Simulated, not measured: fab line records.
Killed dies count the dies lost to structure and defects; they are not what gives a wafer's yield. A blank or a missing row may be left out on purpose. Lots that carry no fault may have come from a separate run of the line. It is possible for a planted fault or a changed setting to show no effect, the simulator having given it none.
Chamber matching | flow gf180mcu | GF_PASSIVATION_ETCH_11 on rie_diel-01: 4 sister chambers
The step etches the open film in CF4/O2, stops on TiN, target depth 2040 nm, time 453.3 s. 4 wafers are shown with their chamber, then 8 later ones without.

## WAFERS PAIRED WITH THEIR CHAMBERS
wafer  | chamber | oes_product_au (a.u.)
L079.5 | 3       | 0.998
L083.4 | 0       | 0.968
L083.6 | 2       | 0.987
L086.1 | 1       | 0.987

## WAFERS WITH NO CHAMBER GIVEN
wafer  | oes_product_au (a.u.)
L086.2 | 0.995
L086.6 | 0.975
L087.1 | 0.985
L087.3 | 0.976
L087.5 | 0.992
L094.2 | 0.991
L094.3 | 0.978
L094.4 | 0.986

## THE CHAMBER EACH PASSED THROUGH
wafer  | from the rows above               | in truth
L086.2 | can't be placed: 3 or 1 or 2      | 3
L086.6 | can't be placed: 0 or 1 or 2      | 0
L087.1 | can't be placed: 1 or 2 or 3      | 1
L087.3 | can't be placed: 0 or 1 or 2      | 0
L087.5 | can't be placed: 1 or 2 or 3      | 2
L094.2 | can't be placed: 1 or 2 or 3      | 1
L094.3 | can't be placed: 1 or 2 or 0 or 3 | 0
L094.4 | can't be placed: 1 or 2 or 3      | 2
Correct placement for 0 of the 8. Not placeable from these rows: 8 (in 8, the candidates include the true chamber). 0 placed wrongly.
How it was worked out, from the rows above alone: a wafer's distance from a chamber is the root of the sum, over the readings, of the square of ((its reading less the chamber's mean) divided by the reading's scatter). The wafer belongs to the nearest chamber; if the next one is less than 2 further off, it can't be placed. The mean given for a chamber averages the wafers shown for that chamber. The scatter: root of mean squared gap, hidden wafer to nearest shown wafer, with one shown wafer a chamber.
